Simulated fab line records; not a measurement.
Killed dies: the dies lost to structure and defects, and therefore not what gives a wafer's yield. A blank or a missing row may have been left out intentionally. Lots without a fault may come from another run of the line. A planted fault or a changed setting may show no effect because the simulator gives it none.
fab line records    flow sfq-line
[record] lots = 14  wafers = 42  last-day = 88
route steps=325 shown I1@84 I3@134 I4@173 M7@291
lots that met no fault: from a run of the same line without faults
start-h: hours from the record's opening day to when the first of the lot's shown wafers began    wait-h: hours since the lot's step before    " identical to the entry in the row above    L1.1+2: a single row standing in for several wafers    - no value, or no start given    * or withheld: withheld    < > ~ a bound
route shown NAME@n: a module of which the file shows steps, and the number in the route of the first    usual: average and standard deviation across the fault-free wafers    same: alike in all rows    chamber/n: place in a boat    sites: each site's reading    _std_site: the values' standard deviation    _edge_site: inner sites' mean taken away from outer sites' mean    radius-mm: for every site, how far away it sits from the centre of the wafer    mask NAME#n: copy n    behind: the tool/chamber that last shaped the wafer    hold: cause of the lot's hold/its duration in hours/its outcome    device: which transistor (n, p or np) failed to switch    end of line: tests run on the same wafers once the route is complete    a step with no rows: only its recipe    killed: dies that structure and defects cost at the first sort, which is not the same as the wafer's yield    map: the dies of a wafer, with x for killed, . for not killed, _ for no die there
set.NAME: the setting that was run; set.NAME@STEP: the one run at that earlier step    model.NAME: the simulator's own value behind a step, which no gauge read
route steps across a sampled set of lots; one table per step, one row per wafer
services: from which hour (start-h, from the record's first day; less than 0 if before it) a tool's chamber was out of use, for how many hours, and why
[[steps]]
[step SFQ_TRILAYER_I1_VIA_BARC_OPEN_VIA_ETCH_071]
[recipe] mask-material = PR  chemistry = O2  target-depth-nm = 125  target = BARC  source-w = 500  bias-w = 80  pressure-mtorr = 30  time-s = 41.7
[usual] drypump-motor-current-A = 5.7/0.64  oes-product-au = 0.686/0.0043
lot.wafer  tool         chamber  start-h  wait-h  drypump-motor-current-A  oes-product-au  rf-hours-counter-h
L101.3     rie-diel-01  2        610.14   0.0     6.8                      0.687           31
L101.5     "            0        "        "       5.3                      0.691           -
L101.6     "            3        "        "       6.7                      0.691           -
L102.3     rie-diel-02  3        612.54   0.0     5.8                      0.677           14
L102.4     "            1        "        "       5.2                      0.683           0
L102.6     "            1        "        "       5.2                      0.685           -
L103.1     rie-diel-03  0        617.34   0.0     6.3                      0.680           5
L103.2     "            1        "        "       6.6                      0.687           14
L103.3     "            3        "        "       5.9                      0.688           19
L104.2     rie-diel-01  2        626.94   0.0     6.7                      0.683           32
L104.3     "            0        "        "       5.3                      0.686           6
L104.5     "            2        "        "       6.8                      0.682           -
L113.3     rie-diel-03  3        840.88   0.0     5.9                      0.678           23
L113.5     "            2        "        "       5.3                      0.687           -
L113.6     "            3        "        "       5.9                      0.691           -
L114.1     rie-diel-03  2        848.08   0.0     5.3                      0.687           2
L114.2     "            0        "        "       6.3                      0.685           8
L114.4     "            0        "        "       6.3                      0.686           -
L115.2     rie-diel-01  0        855.28   0.0     5.3                      0.687           8
L115.5     "            3        "        "       6.7                      0.695           -
L115.6     "            0        "        "       5.3                      0.690           -
L116.1     rie-diel-02  2        858.88   0.0     5.4                      0.690           6
L116.2     "            3        "        "       5.7                      0.677           17
L116.4     "            0        "        "       5.9                      0.687           15
L117.2     rie-diel-01  3        885.41   0.0     6.8                      0.684           4
L117.3     "            0        "        "       5.3                      0.680           9
L117.6     "            1        "        "       4.8                      0.677           -
L118.3     rie-diel-01  2        896.31   0.0     6.7                      0.680           0
L118.5     "            1        "        "       4.8                      0.686           -
L118.6     "            2        "        "       6.7                      0.681           -
L119.1     rie-diel-01  2        902.31   0.0     6.7                      0.686           0
L119.2     "            0        "        "       5.3                      0.693           9
L119.5     "            1        "        "       4.8                      0.684           -
L120.2     rie-diel-02  1        914.31   0.0     5.2                      0.683           5
L120.3     "            2        "        "       5.4                      0.687           8
L120.6     "            0        "        "       5.9                      0.681           -
L121.1     rie-diel-02  3        928.71   0.0     5.7                      0.694           19
L121.2     "            1        "        "       5.2                      0.685           5
L121.4     "            0        "        "       5.8                      0.690           17
L122.1     rie-diel-03  0        937.54   0.0     6.3                      0.692           10
L122.2     "            3        "        "       5.9                      0.683           0
L122.5     "            3        "        "       5.9                      0.687           -
[step SFQ_TRILAYER_I3_CMP_CMP_082]
[recipe] material = SiO2  down-force-psi = 3  platen-rpm = 60  pad-velocity-m-s = 0.94248
[usual] head-pressure-psi = 2.999/0.0069  motor-current-A = 10.1/0.97  slurry-flow-ml-min = 150.0/0.43  time-to-endpoint-s = 219/7.9
lot.wafer  tool    chamber  start-h  wait-h  head-pressure-psi  motor-current-A  slurry-flow-ml-min  time-to-endpoint-s
L101.3     cmp-02  3        921.67   1.6     2.989              9.2              149.9               212
L101.5     "       1        922.67   2.6     3.002              10.5             149.6               223
L101.6     "       2        "        "       2.995              10.3             150.4               277
L102.4     cmp-02  1        923.67   1.2     3.004              9.8              149.2               223
L102.3     "       3        924.67   2.3     3.007              9.1              149.5               210
L102.6     "       2        926.17   3.7     2.999              10.3             149.9               278
L103.1     cmp-01  2        933.08   0.5     2.997              9.7              150.2               211
L103.2     "       3        "        "       2.988              11.3             150.7               207
L103.3     "       0        "        "       3.006              10.9             150.1               203
L104.3     cmp-02  3        1081.78  0.0     2.999              9.0              149.7               202
L104.2     "       0        "        "       3.014              9.2              150.4               212
L104.5     "       0        1084.28  2.5     3.009              9.7              150.5               221
L113.3     cmp-01  3        1134.53  3.2     2.997              11.8             150.5               227
L113.5     "       3        1136.53  5.2     2.999              11.8             150.5               226
L113.6     "       0        "        "       2.994              11.3             149.8               223
L114.4     cmp-01  2        1144.03  5.5     2.999              10.0             149.6               230
L114.1     "       3        "        "       3.014              11.5             149.3               217
L114.2     "       0        "        "       2.995              10.6             149.4               225
L115.2     cmp-01  2        1146.53  3.2     2.990              10.0             149.5               223
L115.5     "       2        1148.53  5.2     2.998              9.4              149.8               219
L115.6     "       3        "        "       3.006              11.5             149.7               226
L116.1     cmp-02  3        1152.04  6.7     2.991              9.0              149.6               206
L116.4     "       0        "        "       2.994              9.5              149.5               218
L116.2     "       1        "        "       3.009              10.5             149.5               207
L117.2     cmp-02  0        1267.25  39.1    3.007              9.6              150.0               219
L117.3     "       1        "        "       3.000              10.2             150.1               223
L117.6     "       3        1268.75  40.6    2.986              9.0              149.5               221
L118.3     cmp-01  1        1283.50  36.2    3.000              8.7              150.5               212
L118.6     "       3        1284.50  37.2    3.007              11.7             149.8               229
L118.5     "       0        "        "       3.003              11.6             149.5               223
L119.1     cmp-02  0        1288.12  35.3    3.009              9.6              149.5               222
L119.2     "       2        1289.12  36.3    2.997              10.9             149.9               229
L119.5     "       1        1290.62  37.7    2.985              10.4             150.1               229
L120.2     cmp-01  1        1294.50  35.7    2.993              8.7              149.6               219
L120.3     "       3        1295.50  36.7    2.978              11.5             150.7               221
L120.6     "       2        1297.00  38.1    2.994              10.4             149.6               235
L121.1     cmp-02  0        1297.12  37.9    2.994              9.7              149.9               220
L121.2     "       2        1298.12  38.9    3.012              9.7              150.8               212
L121.4     "       3        "        "       3.001              8.8              150.3               231
L122.2     cmp-01  0        1301.50  37.4    3.003              11.4             150.2               217
L122.1     "       1        "        "       2.994              8.7              150.0               209
L122.5     "       3        1303.00  38.9    2.999              11.9             149.8               215
[step SFQ_I3_BOW_MEAS_922]
[recipe] mode = bow
[usual] I3_BOW = 4/8.2
lot.wafer  tool           chamber  start-h  wait-h  I3_BOW[um]
L101.3     film-metro-04  -        923.71   1.5     7
L101.5     "              -        "        "       6
L101.6     "              -        "        "       2
L101.3     film-metro-04  -        925.03   1.3     -
L101.5     "              -        "        "       -
L101.6     "              -        "        "       -
L102.3     film-metro-02  -        926.71   1.5     4
L102.4     "              -        "        "       8
L102.6     "              -        "        "       10
L102.3     film-metro-02  -        928.03   1.3     -
L102.4     "              -        "        "       -
L102.6     "              -        "        "       -
L103.1     film-metro-03  -        935.58   2.0     12
L103.2     "              -        "        "       24
L103.3     "              -        "        "       4
L104.2     film-metro-02  -        1084.80  2.0     -3
L104.3     "              -        "        "       9
L104.5     "              -        "        "       18
L113.3     film-metro-02  -        1137.57  2.5     -3
L113.5     "              -        "        "       5
L113.6     "              -        "        "       10
L114.1     film-metro-03  -        1146.53  1.5     8
L114.2     "              -        "        "       -17
L114.4     "              -        "        "       -7
L115.2     film-metro-04  -        1149.55  2.5     4
L115.5     "              -        "        "       3
L115.6     "              -        "        "       -4
L116.1     film-metro-03  -        1155.04  2.5     16
L116.2     "              -        "        "       12
L116.4     "              -        "        "       1
L117.2     film-metro-02  -        1269.27  1.5     2
L117.3     "              -        "        "       10
L117.6     "              -        "        "       9
L118.3     film-metro-03  -        1285.54  1.5     1
L118.5     "              -        "        "       -6
L118.6     "              -        "        "       -5
L119.1     film-metro-03  -        1291.12  2.5     3
L119.2     "              -        "        "       -4
L119.5     "              -        "        "       3
L120.2     film-metro-03  -        1297.52  2.5     6
L120.3     "              -        "        "       15
L120.6     "              -        "        "       19
L121.1     film-metro-04  -        1300.12  2.5     6
L121.2     "              -        "        "       -12
L121.4     "              -        "        "       1
L122.1     film-metro-02  -        1303.50  1.0     5
L122.2     "              -        "        "       17
L122.5     "              -        "        "       3
[step SFQ_TRILAYER_I3_METRO_MEASURE_083]
[usual] thk-nm = 200.4/1
lot.wafer  tool           chamber  start-h  wait-h  thk-nm
L103.1     film-metro-03  -        935.70   0.1     199.0
L103.2     "              -        "        "       200.2
L103.3     "              -        "        "       199.5
L101.3     film-metro-04  -        935.97   10.9    198.6
L101.5     "              -        "        "       198.8
L101.6     "              -        "        "       302.4
L101.3     film-metro-04  -        937.34   1.2     198.7
L101.5     "              -        "        "       198.9
L101.6     "              -        "        "       302.4
L102.3     film-metro-02  -        937.03   9.0     200.9
L102.4     "              -        "        "       200.2
L102.6     "              -        "        "       305.2
L102.3     film-metro-02  -        938.40   1.2     200.8
L102.4     "              -        "        "       200.1
L102.6     "              -        "        "       305.1
L104.2     film-metro-02  -        1085.10  0.3     201.0
L104.3     "              -        "        "       200.7
L104.5     "              -        "        "       200.5
L113.3     film-metro-02  -        1138.05  0.5     200.1
L113.5     "              -        "        "       199.6
L113.6     "              -        "        "       201.0
L114.1     film-metro-03  -        1146.65  0.1     202.1
L114.2     "              -        "        "       200.5
L114.4     "              -        "        "       202.3
L115.2     film-metro-04  -        1149.85  0.3     200.7
L115.5     "              -        "        "       201.3
L115.6     "              -        "        "       201.6
L116.1     film-metro-03  -        1155.16  0.1     201.1
L116.2     "              -        "        "       201.4
L116.4     "              -        "        "       201.8
L117.2     film-metro-02  -        1269.57  0.3     203.0
L117.3     "              -        "        "       201.1
L117.6     "              -        "        "       202.1
L118.3     film-metro-03  -        1286.02  0.5     199.4
L118.5     "              -        "        "       199.1
L118.6     "              -        "        "       199.5
L119.1     film-metro-03  -        1291.24  0.1     201.9
L119.2     "              -        "        "       201.4
L119.5     "              -        "        "       200.5
L120.2     film-metro-03  -        1297.82  0.3     199.9
L120.3     "              -        "        "       199.1
L120.6     "              -        "        "       201.3
L121.1     film-metro-04  -        1300.24  0.1     201.2
L121.2     "              -        "        "       199.6
L121.4     "              -        "        "       199.2
L122.1     film-metro-02  -        1303.62  0.1     198.6
L122.2     "              -        "        "       200.2
L122.5     "              -        "        "       200.9
[step SFQ_TRILAYER_I3_VIA_ETCH_VIA_ETCH_088]
[recipe] target = SiO2  stop-on = Nb  mask-material = PR  taper-deg = 20  chemistry = CHF3  target-depth-nm = 260  source-w = 500  bias-w = 80  pressure-mtorr = 30  time-s = withheld
[usual] drypump-motor-current-A = 5.9/0.67  oes-product-au = 0.855/0.0045
lot.wafer  tool         chamber  start-h  wait-h  drypump-motor-current-A  oes-product-au
L101.3     rie-diel-01  3        1073.31  0.0     6.7                      0.847
L101.5     "            2        "        "       6.7                      0.856
L101.6     "            3        "        "       6.7                      1.002
L102.3     rie-diel-04  0        1074.51  0.0     5.4                      0.854
L102.4     "            3        "        "       6.6                      0.855
L102.6     "            0        "        "       5.4                      0.992
L103.1     rie-diel-01  3        1084.21  0.0     6.8                      0.855
L103.2     "            2        "        "       6.7                      0.850
L103.3     "            0        "        "       5.3                      0.851
L104.2     rie-diel-04  1        1185.18  0.0     5.3                      0.857
L104.3     "            3        "        "       6.7                      0.857
L104.5     "            1        "        "       5.3                      0.849
L113.3     rie-diel-03  1        1212.78  0.0     6.6                      0.859
L113.5     "            3        "        "       5.9                      0.859
L113.6     "            2        "        "       5.3                      0.857
L114.1     rie-diel-01  3        1218.78  0.0     6.8                      0.859
L114.2     "            1        "        "       4.8                      0.855
L114.4     "            2        "        "       6.7                      0.856
L115.2     rie-diel-04  1        1221.18  0.0     5.3                      0.851
L115.5     "            0        "        "       5.3                      0.860
L115.6     "            3        "        "       6.6                      0.862
L116.1     rie-diel-04  2        1224.78  0.0     5.5                      0.859
L116.2     "            0        "        "       5.4                      0.853
L116.4     "            1        "        "       5.3                      0.853
L117.2     rie-diel-01  1        1348.90  0.0     4.8                      0.859
L117.3     "            0        "        "       5.3                      0.858
L117.6     "            3        "        "       6.8                      0.857
L118.3     rie-diel-03  3        1378.90  0.0     5.8                      0.850
L118.5     "            0        "        "       6.3                      0.852
L118.6     "            1        "        "       6.5                      0.857
L119.1     rie-diel-03  2        1388.50  0.0     5.3                      0.868
L119.2     "            3        "        "       5.9                      0.860
L119.5     "            0        "        "       6.3                      0.859
L120.2     rie-diel-03  3        1399.30  0.0     5.9                      0.856
L120.3     "            1        "        "       6.6                      0.847
L120.6     "            1        "        "       6.6                      0.855
L121.1     rie-diel-01  1        1401.70  0.0     4.8                      0.852
L121.2     "            2        "        "       6.7                      0.857
L121.4     "            3        "        "       6.8                      0.846
L122.1     rie-diel-04  2        1407.70  0.0     5.5                      0.849
L122.2     "            3        "        "       6.6                      0.856
L122.5     "            0        "        "       5.3                      0.857
[step SFQ_I4_OVL_MEAS_928]
[usual] I4_OVL = 1/5.1
lot.wafer  tool        chamber  start-h  wait-h  I4_OVL[nm]
L101.3     overlay-01  -        1264.58  0.1     3
L101.5     "           -        "        "       -2
L101.6     "           -        "        "       -1
L102.3     overlay-01  -        1266.98  0.1     0
L102.4     "           -        "        "       2
L102.6     "           -        "        "       1
L103.1     overlay-01  -        1270.57  0.1     10
L103.2     "           -        "        "       4
L103.3     "           -        "        "       2
L104.2     overlay-01  -        1308.93  0.1     11
L104.3     "           -        "        "       5
L104.5     "           -        "        "       4
L113.3     overlay-02  -        1330.71  0.1     5
L113.5     "           -        "        "       4
L113.6     "           -        "        "       3
L114.1     overlay-01  -        1338.03  0.1     -1
L114.2     "           -        "        "       -9
L114.4     "           -        "        "       -3
L115.2     overlay-01  -        1344.03  0.1     0
L115.5     "           -        "        "       0
L115.6     "           -        "        "       1
L116.1     overlay-01  -        1451.79  0.1     4
L116.2     "           -        "        "       -3
L116.4     "           -        "        "       3
L117.2     overlay-02  -        1495.00  0.1     -4
L117.3     "           -        "        "       -4
L117.6     "           -        "        "       -5
L118.3     overlay-02  -        1521.53  0.1     -2
L118.5     "           -        "        "       8
L118.6     "           -        "        "       0
L119.1     overlay-02  -        1533.52  0.1     -4
L119.2     "           -        "        "       0
L119.5     "           -        "        "       -7
L120.2     overlay-01  -        1547.92  0.1     -1
L120.3     "           -        "        "       -5
L120.6     "           -        "        "       7
L121.1     overlay-02  -        1551.52  0.1     7
L121.2     "           -        "        "       1
L121.4     "           -        "        "       1
L122.1     overlay-01  -        1652.44  0.1     -12
L122.2     "           -        "        "       -9
L122.5     "           -        "        "       -12
[step SFQ_M7_OVL_MEAS_945]
[usual] M7_OVL = 0/5.1
lot.wafer  tool        chamber  start-h  wait-h  M7_OVL[nm]
L101.3     overlay-02  -        1825.97  0.1     0
L101.5     "           -        "        "       -1
L101.6     "           -        "        "       0
L102.3     overlay-02  -        1827.17  0.1     2
L102.4     "           -        "        "       1
L102.6     "           -        "        "       -2
L103.1     overlay-02  -        1829.56  0.1     1
L103.2     "           -        "        "       8
L103.3     "           -        "        "       4
L104.2     overlay-01  -        1835.77  0.1     6
L104.3     "           -        "        "       1
L104.5     "           -        "        "       4
L113.3     overlay-02  -        2015.42  0.1     -2
L113.5     "           -        "        "       0
L113.6     "           -        "        "       5
L114.1     overlay-02  -        2019.01  0.1     -2
L114.2     "           -        "        "       -1
L114.4     "           -        "        "       -10
L115.2     overlay-01  -        2025.01  0.1     -7
L115.5     "           -        "        "       -3
L115.6     "           -        "        "       -3
L116.1     overlay-01  -        2031.01  0.1     3
L116.2     "           -        "        "       3
L116.4     "           -        "        "       -4
L117.2     overlay-02  -        2051.41  0.1     -2
L117.3     "           -        "        "       -7
L117.6     "           -        "        "       -7
L118.3     overlay-01  -        2056.22  0.1     -2
L118.5     "           -        "        "       -5
L118.6     "           -        "        "       -1
L119.1     overlay-01  -        2064.61  0.1     -8
L119.2     "           -        "        "       -6
L119.5     "           -        "        "       -10
L120.2     overlay-01  -        2073.01  0.1     3
L120.3     "           -        "        "       2
L120.6     "           -        "        "       0
L121.1     overlay-01  -        2075.51  0.1     1
L121.2     "           -        "        "       6
L121.4     "           -        "        "       9
L122.1     overlay-02  -        2100.71  0.1     1
L122.2     "           -        "        "       8
L122.5     "           -        "        "       1
[[services]]
tool         chamber  start-h  hours  kind
rie-diel-01  0        587.33   6.4    repair
rie-diel-01  -        605.49   4.0    repair
rie-diel-01  1        622.52   1.7    repair
rie-diel-03  0        631.40   7.4    repair
rie-diel-03  2        649.93   2.5    repair
rie-diel-01  -        693.11   2.8    pm
rie-diel-01  0        717.57   9.6    repair
rie-diel-01  -        757.86   0.3    repair
rie-diel-01  2        813.13   2.6    repair
rie-diel-01  1        832.27   9.7    repair
rie-diel-03  1        843.95   11.8   repair
rie-diel-01  3        893.14   1.7    repair
rie-diel-01  3        896.08   6.3    repair
rie-diel-03  0        943.21   8.7    repair
rie-diel-01  0        948.08   7.6    repair
rie-diel-03  -        967.91   2.6    repair
rie-diel-01  0        1039.61  12.9   repair
rie-diel-01  3        1113.61  7.6    repair
rie-diel-01  3        1176.94  7.6    repair
rie-diel-01  3        1242.71  9.1    repair
rie-diel-01  0        1282.91  18.6   repair
rie-diel-01  0        1365.05  1.4    repair
rie-diel-01  0        1373.54  4.3    repair
rie-diel-01  -        1379.52  15.6   pm
[[key]]
[first-sign] step = SFQ_TRILAYER_I3_CMP_CMP_082  reading = time-to-endpoint-s  direction = up  sigmas = 7.5  usual = *  struck = *
[effect] step = SFQ_I3_BOW_MEAS_922  reading = visit  direction = added
[effect] step = SFQ_TRILAYER_I3_METRO_MEASURE_083  reading = visit  direction = added
[effect] step = SFQ_TRILAYER_I3_METRO_MEASURE_083  reading = thk-nm  direction = up  sigmas = 99+  usual = 200.4  struck = 303.8
[effect] step = SFQ_TRILAYER_I3_VIA_ETCH_VIA_ETCH_088  reading = oes-product-au  direction = up  sigmas = 31  usual = 0.855  struck = 0.997
met-at SFQ_TRILAYER_I3_CMP_CMP_082
struck-lots L101,L102
struck-wafers L101.6,L102.6
not-acting-at SFQ_TRILAYER_I1_VIA_BARC_OPEN_VIA_ETCH_071,SFQ_I4_OVL_MEAS_928,SFQ_M7_OVL_MEAS_945
[fault] kind = process-parameter-drift  tool = cmp-02  chamber = -  onset-h = 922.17  steps = SFQ_TRILAYER_I3_CMP_CMP_082  channel = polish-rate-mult  offset = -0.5  shape = step  end-h = 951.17  scope = struck-wafers-only
